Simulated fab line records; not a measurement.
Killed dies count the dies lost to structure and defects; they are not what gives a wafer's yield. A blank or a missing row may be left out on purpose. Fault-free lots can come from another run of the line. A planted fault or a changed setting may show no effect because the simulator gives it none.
Problem report in the 8D (eight disciplines) form, filled by code :: flow gf180mcu :: the parts of the form that need people (team, actions taken, sign-off) are left out

## 1. THE PROBLEM
Across 2 wafers from 2 lots, NSD_RS at GF_PSD_RS_MEAS_14 averages 46.91 ohm/sq, while fault-free wafers read 46.14 ohm/sq with a standard deviation of 0.086. That puts it +9.0 standard deviations away from the usual mean.
The step: measures by four-point-probe.
The first sign was on wafer L564.4 at day 20 04:48, on film-metro-02. Wafers with a number at this step in the record: 35, from 12 lots. By rule, "out" or "out of limits" means more than 4 standard deviations away from the usual mean. All remaining wafers that have a number are taken as sound.

## 2. WHAT IT IS, WHAT IT ISN'T
question: which readings at this step
is: NSD_RS
is not: -

question: which lots
is: L564, L565
is not: L549, L550, L551, L553, L556, L557, L558, L559, L560, L571

question: which wafers of those lots
is: L564.4, L565.4
is not: L564.5, L565.3, L565.5

question: read on which gauges
is: film-metro-02
is not: film-metro-01, film-metro-04

question: when
is: from day 20 04:48
is not: up to then (28 sound wafers); but 5 sound wafers of L565, L571 came after

## 3. THE SUSPECTS, EACH WITH WHAT RULES IT OUT
Counting: if a tool at a process step up to the reading ran every lot that is out, it stays a suspect. Sound lots after the first of them don't rule it out here, since some wafers of a struck lot are sound.
- the gauge at GF_PSD_RS_MEAS_14: ruled out. All the wafers that are out were read on film-metro-02, but those of them that GF_PSD_RTA_13 has rows for are out there too, on other tools.
- rtp-anneal-01 at GF_PSD_RTA_13 (time 20 s): kept. It ran every lot that is out, first L564 (day 20 04:42); its last sound lot up to then is L560 (day 18 16:36). Its own readings are out on those wafers: run-length-s.
Remaining after the count: rtp-anneal-01 at GF_PSD_RTA_13.

## 4. THE CAUSE (what the simulator had put in)
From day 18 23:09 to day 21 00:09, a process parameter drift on rtp-anneal-01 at GF_PSD_RTA_13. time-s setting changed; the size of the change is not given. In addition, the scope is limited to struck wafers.
After counting, this tool was the only one left.

## 5. THE EFFECT CHAIN, in route order
Each row: a reading where the mean over the struck wafers with a number is more than 3 standard deviations away from the usual. Scope: only readings with a usual standard deviation given in the record; hours: median across lots of the time from each lot's start at the first step in this table that gives one to its start at this step; sigmas: change in usual standard deviations.
hours: 0
step: GF_PSD_RTA_13
reading: run-length-s
usual: 48.9 s
on struck wafers: 45.5
change: -3.4
sigmas: -6.8

hours: 0
step: GF_PSD_RS_MEAS_14
reading: NSD_RS
usual: 46.14 ohm/sq
on struck wafers: 46.91
change: +0.77
sigmas: +9.0

hours: 0
step: GF_PSD_RS_MEAS_15
reading: PSD_RS
usual: 108.68 ohm/sq
on struck wafers: 111.06
change: +2.38
sigmas: +9.5
Process steps it contains:
- GF_PSD_RTA_13: time 20 s.

## 6. HOW IT WOULD HAVE BEEN CAUGHT EARLIER
The first out-of-limits reading at a measuring or inspecting step in this record came at day 20 04:48, 30 hours after the fault's start at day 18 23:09.
Tool's own readings at GF_PSD_RTA_13, run-length-s: out on all struck wafers the step has rows for; an alarm limit on them would have tripped on the first.
Among the 2 lots that are out, L565 began GF_PSD_RTA_13 on rtp-anneal-01 after day 20 04:48. A hold on the tool at that time would have spared it.
